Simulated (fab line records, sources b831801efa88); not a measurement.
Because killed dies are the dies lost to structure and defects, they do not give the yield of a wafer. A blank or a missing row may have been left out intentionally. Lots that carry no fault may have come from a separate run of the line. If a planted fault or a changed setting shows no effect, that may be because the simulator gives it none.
fab line records	flow gf180mcu	part 1 of 2: steps 1 to 25 of 36
[record] lots = 5	wafers = 15	last-day = 33
route steps=602 shown POLY_GATE@161 HV_LDD@176
lots untouched by any fault: they come from a run of this same line in which no faults occurred
start-h: the number of hours between the record's first day and the start of the first shown wafer of the lot	wait-h: hours elapsed since this lot's preceding step	" repeats the value in the row above	L1.1+2: several wafers, shown together as one row	- no value, or no start given	* or withheld: withheld	< > ~ a bound
route shown NAME@n: names a module that has steps shown in the file, with the first one's number in the route	usual: average and standard deviation across the fault-free wafers	same: alike in all rows	chamber/n: place in a boat	sites: each site's reading	_std_site: standard deviation across them	_edge_site: mean of outer sites minus mean of inner sites	radius-mm: for every site, how far away it sits from the centre of the wafer	mask NAME#n: copy n	behind: tool/chamber where the wafer was last shaped	hold: why the lot was held/for how many hours/how that ended	device: which transistor (n, p or np) failed to switch	end of line: the route-end tests of the same wafers	for a step that has no rows: nothing shown but its recipe	killed: the dies lost at the first sort to structure and to defects; this is not the yield of the wafer	map: dies across one wafer; x = killed, . = not, _ = none there
set.NAME: the setting that was run; set.NAME@STEP: the one run at that earlier step	model.NAME: the simulator's own value behind a step, which no gauge read
lots at some steps of the route; a table a step, a row a wafer
services: when a tool's chamber went out of use (start-h, in hours from the record's first day, below 0 if earlier), for how many hours, and the reason
[[steps]]
[step GF_POLY_GATE_COAT_04]
[recipe] resist = BARC	temp-c = withheld	time-s = withheld	spin-rpm = withheld	resist-thk-nm = withheld
[usual] resist-line-temp-C = *
lot.wafer	tool	chamber	start-h	wait-h	resist-line-temp-C
L075.1	litho-track-04	0	198.63	0.1	*
L075.3	"	0	"	"	*
L075.6	"	0	"	"	*
L076.1	litho-track-03	0	203.85	0.1	*
L076.4	"	0	"	"	*
L076.5	"	0	"	"	*
L084.1	litho-track-02	0	254.96	0.1	*
L084.3	"	0	"	"	*
L084.4	"	0	"	"	*
L090.1	litho-track-03	0	296.69	0.1	*
L090.3	"	0	"	"	*
L090.6	"	0	"	"	*
L094.3	litho-track-03	0	326.84	0.1	*
L094.4	"	0	"	"	*
L094.6	"	0	"	"	*
[step GF_POLY_GATE_COAT_05]
[recipe] resist = KrF	spin-rpm = withheld	resist-thk-nm = 700
[usual] resist-line-temp-C = 22.99/0.097
lot.wafer	tool	chamber	start-h	wait-h	resist-line-temp-C
L075.1	litho-track-04	0	-	-	22.95
L075.3	"	0	"	"	22.88
L075.6	"	0	"	"	22.88
L076.1	litho-track-03	0	-	-	23.06
L076.4	"	0	"	"	22.92
L076.5	"	0	"	"	22.96
L084.1	litho-track-02	0	-	-	22.96
L084.3	"	0	"	"	23.08
L084.4	"	0	"	"	22.96
L090.1	litho-track-03	0	-	-	23.15
L090.3	"	0	"	"	23.21
L090.6	"	0	"	"	23.10
L094.3	litho-track-03	0	-	-	22.81
L094.4	"	0	"	"	22.99
L094.6	"	0	"	"	22.94
[step GF_POLY_GATE_SOFTBAKE_06]
[recipe] temp-c = 130	time-s = 60	resist = KrF
[usual] resist-line-temp-C = 22.96/0.1
[same] time-s = 60
lot.wafer	tool	chamber	start-h	wait-h	resist-line-temp-C
L075.1	litho-track-04	0	-	-	22.87
L075.3	"	0	"	"	22.91
L075.6	"	0	"	"	22.92
L076.1	litho-track-03	0	-	-	22.98
L076.4	"	0	"	"	22.95
L076.5	"	0	"	"	23.06
L084.1	litho-track-02	0	-	-	22.90
L084.3	"	0	"	"	22.78
L084.4	"	0	"	"	22.74
L090.1	litho-track-03	0	-	-	22.81
L090.3	"	0	"	"	22.78
L090.6	"	0	"	"	22.73
L094.3	litho-track-03	0	-	-	23.04
L094.4	"	0	"	"	22.94
L094.6	"	0	"	"	22.87
[step GF_POLY_GATE_EXPOSE_07]
[recipe] mask-id = Poly2	target-cd-nm = 280	na = 0.68	source-shape = conventional	sigma-outer = 0.6	dose-mj = 28
lot.wafer	tool	chamber	start-h	wait-h	mask
L075.1+3+6	krf-scanner-01	0	-	-	Poly2#0
L076.1+4+5	krf-scanner-01	0	-	-	Poly2#0
L084.1+3+4	krf-scanner-01	0	-	-	Poly2#0
L090.1+3+6	krf-scanner-02	0	-	-	Poly2#0
L094.3+4+6	krf-scanner-02	0	-	-	Poly2#0
[step GF_POLY_GATE_PEB_08]
[recipe] peb-temp-c = 135	peb-time-s = 90	resist = KrF
[usual] resist-line-temp-C = 23.03/0.1
lot.wafer	tool	chamber	start-h	wait-h	resist-line-temp-C
L075.1	litho-track-03	0	-	-	22.81
L075.3	"	0	"	"	22.92
L075.6	"	0	"	"	22.87
L076.1	litho-track-03	0	-	-	22.96
L076.4	"	0	"	"	22.91
L076.5	"	0	"	"	23.08
L084.1	litho-track-04	0	-	-	22.87
L084.3	"	0	"	"	22.94
L084.4	"	0	"	"	22.88
L090.1	litho-track-02	0	-	-	22.99
L090.3	"	0	"	"	23.11
L090.6	"	0	"	"	23.01
L094.3	litho-track-02	0	-	-	22.98
L094.4	"	0	"	"	22.85
L094.6	"	0	"	"	22.99
[step GF_POLY_GATE_DEVELOP_09]
[recipe] develop-time-s = 60	resist = KrF	dev-temp-c = 21
[usual] resist-line-temp-C = 23.00/0.13
lot.wafer	tool	chamber	start-h	wait-h	resist-line-temp-C
L075.1	litho-track-03	0	207.65	0.2	22.91
L075.3	"	0	"	"	22.86
L075.6	"	0	"	"	23.01
L076.1	litho-track-03	0	212.30	0.2	23.17
L076.4	"	0	"	"	23.07
L076.5	"	0	"	"	23.06
L084.1	litho-track-04	0	264.43	0.2	23.06
L084.3	"	0	"	"	23.03
L084.4	"	0	"	"	22.99
L090.1	litho-track-02	0	307.56	0.2	22.99
L090.3	"	0	"	"	23.12
L090.6	"	0	"	"	23.00
L094.3	litho-track-02	0	337.96	0.1	22.87
L094.4	"	0	"	"	23.06
L094.6	"	0	"	"	23.14
[step GF_POLY_GATE_CD_MEAS_10]
[recipe] target-cd-nm = 280
[usual] cd-nm = 279.9/1.2
lot.wafer	tool	chamber	start-h	wait-h	cd-nm
L075.1	cd-sem-02	-	207.80	0.1	279.0
L075.3	"	-	"	"	278.7
L075.6	"	-	"	"	279.4
L076.1	cd-sem-01	-	212.45	0.1	280.6
L076.4	"	-	"	"	281.8
L076.5	"	-	"	"	281.3
L084.1	cd-sem-02	-	264.58	0.1	278.7
L084.3	"	-	"	"	279.3
L084.4	"	-	"	"	279.5
L090.1	cd-sem-02	-	307.71	0.1	280.4
L090.3	"	-	"	"	279.2
L090.6	"	-	"	"	279.8
L094.3	cd-sem-01	-	338.10	0.1	277.9
L094.4	"	-	"	"	279.0
L094.6	"	-	"	"	278.0
[step GF_POLY_GATE_OVL_MEAS_11]
[usual] POLY_GATE_OVL = 1/5.5
lot.wafer	tool	chamber	start-h	wait-h	POLY_GATE_OVL[nm]
L075.1	overlay-01	-	207.92	0.1	7
L075.3	"	-	"	"	1
L075.6	"	-	"	"	5
L076.1	overlay-01	-	212.57	0.1	0
L076.4	"	-	"	"	1
L076.5	"	-	"	"	1
L084.1	overlay-02	-	264.70	0.1	4
L084.3	"	-	"	"	4
L084.4	"	-	"	"	2
L090.1	overlay-02	-	307.83	0.1	-3
L090.3	"	-	"	"	-9
L090.6	"	-	"	"	-4
L094.3	overlay-02	-	338.19	0.1	-1
L094.4	"	-	"	"	-3
L094.6	"	-	"	"	1
[step GF_POLY_GATE_ETCH_12]
[recipe] chemistry = N2/H2	target-depth-a = withheld	overetch-a = withheld	time-s = withheld	target = BARC	ion-energy-ev = 200	source-w = 500	bias-w = 100	pressure-mtorr = 30	n2-flow-sccm = 100	h2-flow-sccm = 200
[usual] drypump-motor-current-A = 5.5/0.45	oes-product-au = 0.735/0.0049	throttle-valve-pct = 13.215/0.0087
lot.wafer	tool	chamber	start-h	wait-h	drypump-motor-current-A	oes-product-au	throttle-valve-pct
L075.1	rie-diel-03	3	207.95	0.0	5.5	0.741	13.227
L075.3	"	0	"	"	6.0	0.742	13.210
L075.6	"	2	"	"	4.7	0.733	13.213
L076.1	rie-diel-04	3	212.60	0.0	5.5	0.732	13.222
L076.4	"	2	"	"	5.8	0.737	13.187
L076.5	"	1	"	"	5.3	0.730	13.207
L084.1	rie-diel-04	3	264.74	0.0	5.6	0.745	13.210
L084.3	"	0	"	"	6.2	0.734	13.227
L084.4	"	1	"	"	5.3	0.736	13.226
L090.1	rie-diel-04	2	307.87	0.0	5.8	0.735	13.204
L090.3	"	0	"	"	6.2	0.734	13.209
L090.6	"	0	"	"	6.2	0.733	13.223
L094.3	rie-diel-04	1	338.21	0.0	5.3	0.743	13.202
L094.4	"	3	"	"	5.6	0.745	13.215
L094.6	"	2	"	"	5.8	0.740	13.213
[step GF_POLY_GATE_ETCH_13]
[recipe] target = poly-Si	target-depth-nm = 198.5	stop-on = SiO2	over-etch-frac = 0.403	chemistry = HBr/Cl2	icp-w = 400	bias-w = 100	pressure-mtorr = 10	HBr_flow_sccm = 150	Cl2_flow_sccm = 50	time-s = 69.6
[usual] drypump-motor-current-A = 5.7/0.57	oes-product-au = 0.991/0.0083	throttle-valve-pct = 33.684/0.0093
[same] time-s = 69.6
lot.wafer	tool	chamber	start-h	wait-h	drypump-motor-current-A	oes-product-au	rf-hours-counter-h	throttle-valve-pct
L075.1	rie-si-02	0	208.00	-	6.2	1.009	63	33.698
L075.3	"	1	"	"	5.1	0.991	65	33.698
L075.6	"	2	"	"	6.1	0.994	-	33.688
L076.1	rie-si-01	3	212.65	-	5.6	0.992	4	33.694
L076.4	"	0	"	"	5.8	0.995	26	33.675
L076.5	"	0	"	"	5.8	1.002	-	33.679
L084.1	rie-si-01	0	264.79	-	5.7	0.991	26	33.695
L084.3	"	1	"	"	4.9	0.975	1	33.683
L084.4	"	2	"	"	6.5	0.983	60	33.679
L090.1	rie-si-01	2	307.92	-	6.5	0.994	60	33.700
L090.3	"	1	"	"	4.9	0.985	2	33.679
L090.6	"	2	"	"	6.5	0.984	-	33.692
L094.3	rie-si-01	0	338.27	-	5.8	0.997	27	33.677
L094.4	"	1	"	"	4.9	0.989	2	33.671
L094.6	"	0	"	"	5.8	1.002	-	33.682
[step GF_POLY_GATE_STRIP_14]
[recipe] chemistry = O2/N2	power-w = 1400	pressure-mtorr = 1500	platen-temp-c = 250	o2-flow-sccm = 3000	n2-flow-sccm = 300	overash-fraction = 0.5
[usual] drypump-motor-current-A = 5.4/0.35	heater-power-w = 319/33	oes-product-au = 0.505/0.0046
lot.wafer	tool	chamber	start-h	wait-h	drypump-motor-current-A	heater-power-w	oes-product-au	rf-hours-counter-h
L075.1	plasma-asher-01	0	208.06	0.0	5.6	350	0.511	57
L075.3	"	1	"	"	5.8	369	0.507	-
L075.6	"	0	"	"	5.6	355	0.509	-
L076.1	plasma-asher-02	0	212.71	0.0	5.7	276	0.505	7
L076.4	"	1	"	"	5.6	327	0.506	-
L076.5	"	1	"	"	5.7	313	0.502	-
L084.1	plasma-asher-03	1	264.84	0.0	5.3	326	0.507	47
L084.3	"	0	"	"	4.7	280	0.506	-
L084.4	"	1	"	"	5.3	324	0.509	-
L090.1	plasma-asher-03	0	307.97	0.0	4.8	278	0.505	52
L090.3	"	0	"	"	4.8	286	0.508	-
L090.6	"	1	"	"	5.3	320	0.505	-
L094.3	plasma-asher-02	1	338.35	0.1	5.7	314	0.516	-
L094.4	"	0	"	"	5.7	279	0.501	-
L094.6	"	1	"	"	5.7	330	0.512	-
[step GF_POLY_GATE_CLEAN_15]
[recipe] chemistry = SC1/SC2	mix = 1:4:20	temp-c = 70	time-s = 150	dry = n2-spin
[usual] bath-guard-temp-C = 70.1/0.42
[same] time-s = 150
lot.wafer	tool	chamber	start-h	wait-h	bath-guard-temp-C
L075.1	wet-bench-04	0	208.16	0.1	70.8
L075.3	"	0	"	"	70.8
L075.6	"	0	"	"	70.6
L076.1	wet-bench-04	1	212.81	0.1	70.4
L076.4	"	1	"	"	70.7
L076.5	"	1	"	"	70.1
L084.1	wet-bench-03	0	264.94	0.1	70.1
L084.3	"	0	"	"	70.2
L084.4	"	0	"	"	70.0
L090.1	wet-bench-01	2	308.07	0.1	69.1
L090.3	"	2	"	"	69.7
L090.6	"	2	"	"	69.8
L094.3	wet-bench-03	2	338.42	0.0	70.1
L094.4	"	2	"	"	70.1
L094.6	"	2	"	"	70.0
[step GF_POLY_GATE_OXIDATION_16]
[recipe] temp-c = 850	ambient = O2	stabilise-s = 600	purge-s = 300	target-thk-a = 40	ox-time-s = 899
lot.wafer	tool	chamber	start-h	wait-h
L075.1+3+6	furnace-01	0	208.21	0.0
L076.1+4+5	furnace-01	0	212.86	0.0
L084.1+3+4	furnace-02	0	265.04	0.0
L090.1+3+6	furnace-02	0	308.12	0.0
L094.3+4+6	furnace-02	0	338.48	0.0
[step GF_POLY_GATE_THK_MEAS_17]
[recipe] reads = SiO2_of_POLY_GATE_OXIDATION_16
[usual] POLY_GATE_OXIDATION_THK = 4.02/0.086
lot.wafer	tool	chamber	start-h	wait-h	POLY_GATE_OXIDATION_THK[nm]
L075.1	film-metro-02	-	209.46	0.0	3.98
L075.3	"	-	"	"	4.02
L075.6	"	-	"	"	4.02
L076.1	film-metro-03	-	214.11	0.0	4.11
L076.4	"	-	"	"	4.14
L076.5	"	-	"	"	4.14
L084.1	film-metro-02	-	266.29	0.0	4.05
L084.3	"	-	"	"	4.00
L084.4	"	-	"	"	4.03
L090.1	film-metro-02	-	309.37	0.0	4.19
L090.3	"	-	"	"	4.17
L090.6	"	-	"	"	4.11
L094.3	film-metro-02	-	339.74	0.0	4.02
L094.4	"	-	"	"	4.03
L094.6	"	-	"	"	3.97
[step GF_POLY_GATE_CD_MEAS_18]
[usual] cd-nm = 279.9/1.6
lot.wafer	tool	chamber	start-h	wait-h	cd-nm
L075.1	cd-sem-01	-	209.52	0.1	280.0
L075.3	"	-	"	"	277.3
L075.6	"	-	"	"	280.4
L076.1	cd-sem-02	-	214.17	0.1	279.7
L076.4	"	-	"	"	282.4
L076.5	"	-	"	"	282.3
L084.1	cd-sem-01	-	266.35	0.1	279.7
L084.3	"	-	"	"	278.9
L084.4	"	-	"	"	279.4
L090.1	cd-sem-02	-	309.43	0.1	279.7
L090.3	"	-	"	"	278.0
L090.6	"	-	"	"	278.8
L094.3	cd-sem-02	-	339.84	0.1	279.5
L094.4	"	-	"	"	281.0
L094.6	"	-	"	"	279.0
[step GF_HV_LDD_DEHYDRATE_00]
[recipe] temp-c = 200	time-s = 60
[usual] resist-line-temp-C = 23.00/0.11
[same] time-s = 60
lot.wafer	tool	chamber	start-h	wait-h	resist-line-temp-C
L075.1	litho-track-01	0	217.75	8.2	23.07
L075.3	"	0	"	"	22.83
L075.6	"	0	"	"	22.84
L076.1	litho-track-01	0	222.25	8.1	23.04
L076.4	"	0	"	"	22.84
L076.5	"	0	"	"	22.87
L084.1	litho-track-04	0	275.68	9.3	23.14
L084.3	"	0	"	"	22.94
L084.4	"	0	"	"	23.01
L090.1	litho-track-02	0	319.26	9.8	22.93
L090.3	"	0	"	"	22.90
L090.6	"	0	"	"	22.94
L094.3	litho-track-02	0	350.26	10.4	22.93
L094.4	"	0	"	"	22.95
L094.6	"	0	"	"	22.93
[step GF_HV_LDD_HMDS_01]
[recipe] prime-time-s = 60	prime-temp-c = 120
[usual] resist-line-temp-C = 22.99/0.1
lot.wafer	tool	chamber	start-h	wait-h	resist-line-temp-C
L075.1	litho-track-01	0	217.90	0.1	22.88
L075.3	"	0	"	"	22.86
L075.6	"	0	"	"	22.92
L076.1	litho-track-01	0	222.40	0.1	23.00
L076.4	"	0	"	"	22.93
L076.5	"	0	"	"	22.89
L084.1	litho-track-04	0	275.83	0.1	23.06
L084.3	"	0	"	"	22.88
L084.4	"	0	"	"	22.91
L090.1	litho-track-02	0	319.41	0.1	22.94
L090.3	"	0	"	"	23.16
L090.6	"	0	"	"	23.08
L094.3	litho-track-02	0	350.41	0.1	23.03
L094.4	"	0	"	"	22.93
L094.6	"	0	"	"	22.94
[step GF_HV_LDD_COAT_02]
[recipe] resist = NOVOLAK	spin-rpm = 3000	resist-thk-nm = 1000
[usual] resist-line-temp-C = 22.98/0.11
lot.wafer	tool	chamber	start-h	wait-h	resist-line-temp-C
L075.1	litho-track-01	0	218.05	0.1	23.02
L075.3	"	0	"	"	22.90
L075.6	"	0	"	"	22.91
L076.1	litho-track-01	0	222.55	0.1	23.18
L076.4	"	0	"	"	23.00
L076.5	"	0	"	"	23.10
L084.1	litho-track-04	0	275.98	0.1	22.81
L084.3	"	0	"	"	22.82
L084.4	"	0	"	"	22.88
L090.1	litho-track-02	0	319.56	0.1	22.90
L090.3	"	0	"	"	23.00
L090.6	"	0	"	"	22.95
L094.3	litho-track-02	0	350.56	0.1	22.96
L094.4	"	0	"	"	22.92
L094.6	"	0	"	"	23.03
[step GF_HV_LDD_SOFTBAKE_03]
[recipe] temp-c = 90	time-s = 60	resist = NOVOLAK
[usual] resist-line-temp-C = 23.01/0.11
[same] time-s = 60
lot.wafer	tool	chamber	start-h	wait-h	resist-line-temp-C
L075.1	litho-track-01	0	218.20	0.1	23.00
L075.3	"	0	"	"	22.94
L075.6	"	0	"	"	22.82
L076.1	litho-track-01	0	222.70	0.1	23.20
L076.4	"	0	"	"	23.04
L076.5	"	0	"	"	23.08
L084.1	litho-track-04	0	276.13	0.1	22.97
L084.3	"	0	"	"	23.22
L084.4	"	0	"	"	23.07
L090.1	litho-track-02	0	319.71	0.1	22.81
L090.3	"	0	"	"	22.93
L090.6	"	0	"	"	22.96
L094.3	litho-track-02	0	350.71	0.1	22.93
L094.4	"	0	"	"	23.06
L094.6	"	0	"	"	22.88
[step GF_HV_LDD_EXPOSE_04]
[recipe] mask-id = Nplus_LV_AREA	target-cd-nm = 400	na = 0.6	source-shape = conventional	sigma-outer = 0.6	dose-mj = 140
lot.wafer	tool	chamber	start-h	wait-h	mask
L075.1+3+6	iline-stepper-02	0	-	-	Nplus_LV_AREA#0
L076.1+4+5	iline-stepper-02	0	-	-	Nplus_LV_AREA#0
L084.1+3+4	iline-stepper-02	0	-	-	Nplus_LV_AREA#0
L090.1+3+6	iline-stepper-02	0	-	-	Nplus_LV_AREA#0
L094.3+4+6	iline-stepper-02	0	-	-	Nplus_LV_AREA#0
[step GF_HV_LDD_PEB_05]
[recipe] temp-c = withheld	time-s = *	resist = NOVOLAK
[usual] resist-line-temp-C = *
[same] time-s = *
lot.wafer	tool	chamber	start-h	wait-h	resist-line-temp-C
L075.1	litho-track-04	0	-	-	*
L075.3	"	0	"	"	*
L075.6	"	0	"	"	*
L076.1	litho-track-01	0	-	-	*
L076.4	"	0	"	"	*
L076.5	"	0	"	"	*
L084.1	litho-track-02	0	-	-	*
L084.3	"	0	"	"	*
L084.4	"	0	"	"	*
L090.1	litho-track-01	0	-	-	*
L090.3	"	0	"	"	*
L090.6	"	0	"	"	*
L094.3	litho-track-04	0	-	-	*
L094.4	"	0	"	"	*
L094.6	"	0	"	"	*
[step GF_HV_LDD_DEVELOP_06]
[recipe] develop-time-s = 60	dev-temp-c = 23
[usual] resist-line-temp-C = 22.97/0.11
lot.wafer	tool	chamber	start-h	wait-h	resist-line-temp-C
L075.1	litho-track-04	0	226.88	0.1	23.05
L075.3	"	0	"	"	22.99
L075.6	"	0	"	"	23.10
L076.1	litho-track-01	0	231.25	0.1	22.85
L076.4	"	0	"	"	22.79
L076.5	"	0	"	"	22.79
L084.1	litho-track-02	0	285.56	0.1	23.15
L084.3	"	0	"	"	23.06
L084.4	"	0	"	"	22.98
L090.1	litho-track-01	0	330.15	0.1	23.07
L090.3	"	0	"	"	22.95
L090.6	"	0	"	"	23.12
L094.3	litho-track-04	0	361.73	0.1	22.93
L094.4	"	0	"	"	23.15
L094.6	"	0	"	"	23.13
[step GF_HV_LDD_CD_MEAS_07]
[recipe] target-cd-nm = 400
[usual] cd-nm = 400.3/2.3
lot.wafer	tool	chamber	start-h	wait-h	cd-nm
L075.1	cd-sem-01	-	227.07	0.2	401.5
L075.3	"	-	"	"	400.7
L075.6	"	-	"	"	399.7
L076.1	cd-sem-02	-	231.40	0.1	402.9
L076.4	"	-	"	"	402.5
L076.5	"	-	"	"	401.4
L084.1	cd-sem-02	-	285.71	0.1	398.7
L084.3	"	-	"	"	397.8
L084.4	"	-	"	"	397.4
L090.1	cd-sem-01	-	330.30	0.1	403.1
L090.3	"	-	"	"	400.9
L090.6	"	-	"	"	399.4
L094.3	cd-sem-01	-	361.87	0.1	401.7
L094.4	"	-	"	"	401.0
L094.6	"	-	"	"	398.4
[step GF_HV_LDD_OVL_MEAS_08]
[usual] HV_LDD_OVL = -0.1/1.2
lot.wafer	tool	chamber	start-h	wait-h	HV_LDD_OVL[nm]
L075.1	overlay-02	-	227.19	0.1	1.0
L075.3	"	-	"	"	-1.5
L075.6	"	-	"	"	0.0
L076.1	overlay-02	-	231.52	0.1	0.3
L076.4	"	-	"	"	-1.5
L076.5	"	-	"	"	2.2
L084.1	overlay-01	-	285.83	0.1	-1.5
L084.3	"	-	"	"	0.0
L084.4	"	-	"	"	-1.9
L090.1	overlay-02	-	330.42	0.1	-0.3
L090.3	"	-	"	"	-0.9
L090.6	"	-	"	"	0.9
L094.3	overlay-01	-	361.96	0.1	-1.9
L094.4	"	-	"	"	-0.9
L094.6	"	-	"	"	-0.8
[step GF_HV_LDD_IMPLANT_09]
[recipe] species = As	energy-kev = 40	dose-cm2 = 1e+14	tilt-deg = 7
[usual] beam-on-s = 9.97/0.21	faraday-current-uA = 565/12	tilt-deg = 7.001/0.019
lot.wafer	tool	chamber	start-h	wait-h	beam-on-s	faraday-current-uA	tilt-deg
L075.1	implanter-04	0	227.22	0.0	9.60	587	7.013
L075.3	"	0	"	"	9.76	577	7.021
L075.6	"	0	"	"	9.70	581	7.021
L076.1	implanter-02	0	231.56	0.0	9.91	567	7.012
L076.4	"	0	"	"	9.98	566	7.008
L076.5	"	0	"	"	10.37	543	7.014
L084.1	implanter-01	0	285.87	0.0	10.26	551	7.008
L084.3	"	0	"	"	10.29	549	7.010
L084.4	"	0	"	"	10.14	556	7.005
L090.1	implanter-02	0	330.45	0.0	10.08	561	6.981
L090.3	"	0	"	"	9.99	563	6.987
L090.6	"	0	"	"	9.80	572	7.003
L094.3	implanter-02	0	362.04	0.1	9.73	578	6.967
L094.4	"	0	"	"	10.08	560	7.003
L094.6	"	0	"	"	10.06	559	6.993
